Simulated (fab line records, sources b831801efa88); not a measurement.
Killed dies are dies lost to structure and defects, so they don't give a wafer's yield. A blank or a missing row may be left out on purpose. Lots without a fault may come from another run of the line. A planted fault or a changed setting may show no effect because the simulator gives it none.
Tool commonality check | flow gf180mcu | 11 lots, 39 wafers sampled

WHY IT WAS OPENED
At GF_PSD_TW_MEAS_11 the reading PSD_TW is flagged on 2 of 11 lots. Wafers without a fault read 3168, standard deviation 24.
Rule: a lot is flagged when every wafer of it that has a number lies more than 4 standard deviations from that mean, or none has a number. The other lots count as sound.

lot  | measured     | on            | PSD_TW, wafer by wafer        | flag
L505 | day 14 10:44 | film_metro-01 | 3170 3176 3192                |
L504 | day 14 13:29 | film_metro-03 | 3168 3176 3178                |
L508 | day 15 16:50 | film_metro-03 | 3193 3158 3182                |
L509 | day 15 18:42 | film_metro-03 | 3181 3156 3155                |
L510 | day 16 05:09 | film_metro-04 | 3129 3128 3120                |
L512 | day 16 21:41 | film_metro-01 | 3192 3204 3198                |
L513 | day 17 07:00 | film_metro-01 | 3172 3205 3170                |
L515 | day 17 22:52 | film_metro-04 | 3141 3135 3144                |
L523 | day 20 23:56 | film_metro-04 | 2968 2948 2974 2976 3008 3001 | FLAGGED
L524 | day 21 04:05 | film_metro-04 | 2981 2983 3006 2995 2991 2991 | FLAGGED
L525 | day 21 15:38 | film_metro-04 | 3157 3158 3163                |
The numbers of the flagged lots are 2985 on average: -183 against the usual, or -8 standard deviations.

WHICH TOOL RAN EACH LOT
The record holds 3 process steps before the reading, out of a route of 602 steps. In each cell: the tool, then ch and the chambers that the sampled wafers went through, then the start.
lot  | flag    | GF_HV_LDD_STRIP_37                   | GF_PSD_IMPLANT_09               | GF_PSD_STRIP_10
L505 |         | plasma_asher-04 ch 0,1, day 11 19:45 | implanter-01 ch 0, day 14 10:31 | plasma_asher-03 ch 0,1, day 14 10:38
L504 |         | plasma_asher-04 ch 0,1, day 11 20:19 | implanter-04 ch 0, day 14 13:15 | plasma_asher-04 ch 0,1, day 14 13:23
L508 |         | plasma_asher-04 ch 0,1, day 12 22:27 | implanter-04 ch 0, day 15 16:35 | plasma_asher-03 ch 0,1, day 15 16:44
L509 |         | plasma_asher-01 ch 0,1, day 12 23:16 | implanter-02 ch 0, day 15 18:28 | plasma_asher-01 ch 0,1, day 15 18:35
L510 |         | plasma_asher-01 ch 0,1, day 13 10:00 | implanter-01 ch 0, day 16 04:50 | plasma_asher-03 ch 0,1, day 16 05:04
L512 |         | plasma_asher-01 ch 0,1, day 14 01:24 | implanter-01 ch 0, day 16 21:27 | plasma_asher-03 ch 0,1, day 16 21:35
L513 |         | plasma_asher-01 ch 0,1, day 14 09:20 | implanter-04 ch 0, day 17 06:47 | plasma_asher-04 ch 0,1, day 17 06:55
L515 |         | plasma_asher-04 ch 0,1, day 15 01:20 | implanter-04 ch 0, day 17 22:38 | plasma_asher-04 ch 0,1, day 17 22:46
L523 | FLAGGED | plasma_asher-02 ch 0,1, day 17 18:33 | implanter-01 ch 0, day 20 23:41 | plasma_asher-04 ch 0,1, day 20 23:50
L524 | FLAGGED | plasma_asher-04 ch 0,1, day 17 23:39 | implanter-01 ch 0, day 21 03:51 | plasma_asher-01 ch 0, day 21 03:59
L525 |         | plasma_asher-04 ch 0,1, day 18 10:54 | implanter-02 ch 0, day 21 15:23 | plasma_asher-04 ch 0,1, day 21 15:32
What these steps do:
- GF_HV_LDD_STRIP_37: strips in O2/N2.
- GF_PSD_IMPLANT_09
- GF_PSD_STRIP_10: strips in O2/N2.
- GF_PSD_TW_MEAS_11

FLAGGED OVER TOTAL, TOOL BY TOOL (the gauges that took the reading come last)
step               | tool            | lots run | flagged | share of the flagged lots | sound lots run after its first flagged lot
GF_HV_LDD_STRIP_37 | plasma_asher-01 | 4        | 0       | none                      | -
GF_HV_LDD_STRIP_37 | plasma_asher-02 | 1        | 1       | some                      | 0
GF_HV_LDD_STRIP_37 | plasma_asher-04 | 6        | 1       | some                      | 1 (L525)
GF_PSD_IMPLANT_09  | implanter-01    | 5        | 2       | all                       | 0
GF_PSD_IMPLANT_09  | implanter-02    | 2        | 0       | none                      | -
GF_PSD_IMPLANT_09  | implanter-04    | 4        | 0       | none                      | -
GF_PSD_STRIP_10    | plasma_asher-01 | 2        | 1       | some                      | 0
GF_PSD_STRIP_10    | plasma_asher-03 | 4        | 0       | none                      | -
GF_PSD_STRIP_10    | plasma_asher-04 | 5        | 1       | some                      | 1 (L525)
GF_PSD_TW_MEAS_11  | film_metro-01   | 3        | 0       | none                      | -
GF_PSD_TW_MEAS_11  | film_metro-03   | 3        | 0       | none                      | -
GF_PSD_TW_MEAS_11  | film_metro-04   | 5        | 2       | all                       | 1 (L525)

WHAT THE TABLE ALLOWS
2 rows of the table ran every flagged lot: implanter-01 at GF_PSD_IMPLANT_09, film_metro-04 at GF_PSD_TW_MEAS_11.
- implanter-01 at GF_PSD_IMPLANT_09: 2 of its 5 lots flagged. Its last sound lot is L512 (day 16 21:27), its first flagged lot L523 (day 20 23:41): a fault that began between those two fits. Its own readings lie more than 4 standard deviations out on every wafer of the flagged lots: beam_on_s, faraday_current_uA.
- film_metro-04 at GF_PSD_TW_MEAS_11: 2 of its 5 lots flagged. Sound lots ran on it after the first flagged one (L525), which a lasting fault on the whole tool wouldn't allow.
One tool is left: implanter-01 at GF_PSD_IMPLANT_09.

WHAT THE SIMULATOR HAD PUT IN
Process parameter drift: implanter-01, from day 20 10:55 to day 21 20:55, at GF_PSD_IMPLANT_09. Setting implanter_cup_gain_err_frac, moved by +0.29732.
Lots struck among those shown: L523, L524. The rule above found the same.
